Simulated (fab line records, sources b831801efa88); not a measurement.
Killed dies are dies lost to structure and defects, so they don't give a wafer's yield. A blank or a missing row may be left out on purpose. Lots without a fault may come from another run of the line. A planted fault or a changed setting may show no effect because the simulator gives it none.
A struck lot beside a sound one | flow sky130 | 18 steps out of a route of 708
Sound: wafers L995.3, L995.4, L995.6. Struck: wafers L106.1, L106.3, L106.5. The cause comes at the end.
At each step with rows: each side's tool, then ch and its chambers, then its first start. Under that, the readings that differ: sound wafers | struck wafers | difference of the means | sigmas: that difference in standard deviations of wafers without a fault.
alike: readings whose means differ by less than 2 such deviations, and words and numbers that are the same on both sides. not compared: withheld readings, readings that some wafer has no value for, bounds like >300 that may hide the same value, and numbers for which the record gives no deviation and whose values overlap.
The two part at a step that has a row with sigmas, a row that says differs or no value, or rows on one side only. Numbers that don't overlap but have no deviation are shown without sigmas and don't part them. A reading that every wafer of one side lacks parts them only if that side has two wafers or more.

first, 3 steps without rows for these wafers: SKY_LI_CONTACT_EXPOSE_09 (exposes mask LICM1, target cd 170 nm); SKY_LI_CONTACT_PEB_10; SKY_LI_CONTACT_DEVELOP_11 (develop time 60 s).
SKY_LI_CONTACT_CD_MEAS_12: target cd 170 nm.
  sound on cd_sem-02, day 29 20:34; struck on cd_sem-02, day 33 16:50
  alike: cd_nm
SKY_LI_CONTACT_OVL_MEAS_13:
  sound on overlay-01, day 29 20:40; struck on overlay-02, day 33 16:58
  alike: LI_CONTACT_OVL
SKY_LI_CONTACT_ETCH_14: etches BARC in N2/H2, stops on SiO2, time 45.9 s, target depth 60 nm.
  sound on rie_diel-03 ch 1,2, day 29 20:41; struck on rie_diel-01 ch 1,2, day 33 16:59
  alike: drypump_motor_current_A, oes_product_au, throttle_valve_pct
  not compared: rf_hours_counter_h
SKY_LI_CONTACT_ETCH_15: etches PSG in C4F8/O2/Ar, stops on Si, target depth 600 nm.
  sound on rie_diel-03 ch 1,2, day 29 20:44; struck on rie_diel-01 ch 1,2, day 33 17:02
  alike: oes_product_au
SKY_LI_CONTACT_STRIP_16: strips in O2/N2.
  sound on plasma_asher-04 ch 0,1, day 29 20:50; struck on plasma_asher-02 ch 0,1, day 33 17:07
  alike: drypump_motor_current_A, oes_product_au, strip_time_to_endpoint_s
  not compared: rf_hours_counter_h
then, 2 steps without rows for these wafers: SKY_LI_CONTACT_CLEAN_17 (cleans in NMP, time 600 s); SKY_LI_CONTACT_PRE_CLEAN_18 (time 5.6 s).
SKY_LI_CONTACT_SPUTTER_19: material Ti, target thk 20 nm, time 106.37 s.
  sound on pvd_sputter-02, day 29 21:07; struck on pvd_sputter-01, day 33 17:25
  alike: throttle_valve_pct
SKY_LI_CONTACT_SPUTTER_20: material TiN, target thk 20 nm, time 80 s.
  sound on pvd_sputter-02, day 29 21:11; struck on pvd_sputter-01, day 33 17:29
  alike: throttle_valve_pct
SKY_LI_CONTACT_CVD_21: deposits W, target thk 400 nm, time 120.56 s.
  sound on cvd_w-01 ch 0,1, day 29 21:17; struck on cvd_w-01 ch 0, day 33 17:33
  reading                                  | sound                | struck               | difference | sigmas
  susceptor_temp_C (C)                     | 399.79 399.94 399.64 | 384.85 384.66 384.63 | -15.08     | -63
  model.W_of_LI_CONTACT_CVD_21.thk_nm (nm) | 387.7 388.4 386      | 298.9 293.5 298.3    | -90.5      |
  alike: heater_power_outer_w, heater_power_w
  not compared: since_wet_clean_h
SKY_LI_CONTACT_RS_MEAS_22: measures by four-point-probe.
  sound on film_metro-02, day 29 21:25; struck on film_metro-03, day 33 17:41
  reading                  | sound             | struck            | difference | sigmas
  LI_CONTACT_W_RS (ohm/sq) | 0.294 0.293 0.295 | 0.381 0.388 0.382 | +0.090     | +20
SKY_LI_CONTACT_THK_MEAS_23: measures by xrf.
  sound on film_metro-02, day 29 21:31; struck on film_metro-03, day 33 17:48
  reading               | sound       | struck      | difference | sigmas
  LI_CONTACT_W_THK (nm) | 385 381 381 | 304 302 305 | -79        | -7
SKY_LI_CONTACT_CMP_24: polishes, stops on PSG, t overpolish 20 s, target thk 0 nm.
  sound on cmp-02 ch 0,1, day 29 21:33; struck on cmp-01 ch 1,2,3, day 33 17:58
  reading                | sound    | struck   | difference | sigmas
  time_to_endpoint_s (s) | 91 91 90 | 64 68 68 | -24        | -6
  alike: motor_current_A, slurry_flow_ml_min
then, 1 step without rows for these wafers: SKY_LOCAL_INTERCONNECT_SPUTTER_00 (material TiN, target thk 100 nm, time 83.3 s).
-- the record jumps here: 15 days lie between the struck wafers' starts before and after (it left off in module LOCAL_INTERCONNECT and takes up again in module PAD_OPEN, whose first step shown is number 708 of the route) --
SKY_PAD_OPEN_PROBE_99:
  sound on prober-01, day 46 09:59; struck on prober-02, day 49 02:53
  alike: killed_at_M0_to_M3, killed_at_M4_up, killed_at_contacts, killed_at_front_end, killed_at_other, killed_dies, killed_on_rim, killed_open, killed_short

WHERE THEY PART
First at SKY_LI_CONTACT_CVD_21; last, within this record, at SKY_LI_CONTACT_CMP_24. Later steps at which nothing parts them and some readings are alike: SKY_PAD_OPEN_PROBE_99.

WHY: what the simulator had put in
Process parameter drift: cvd_w-01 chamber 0, from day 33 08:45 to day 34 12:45, at SKY_LI_CONTACT_CVD_21. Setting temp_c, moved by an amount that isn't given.
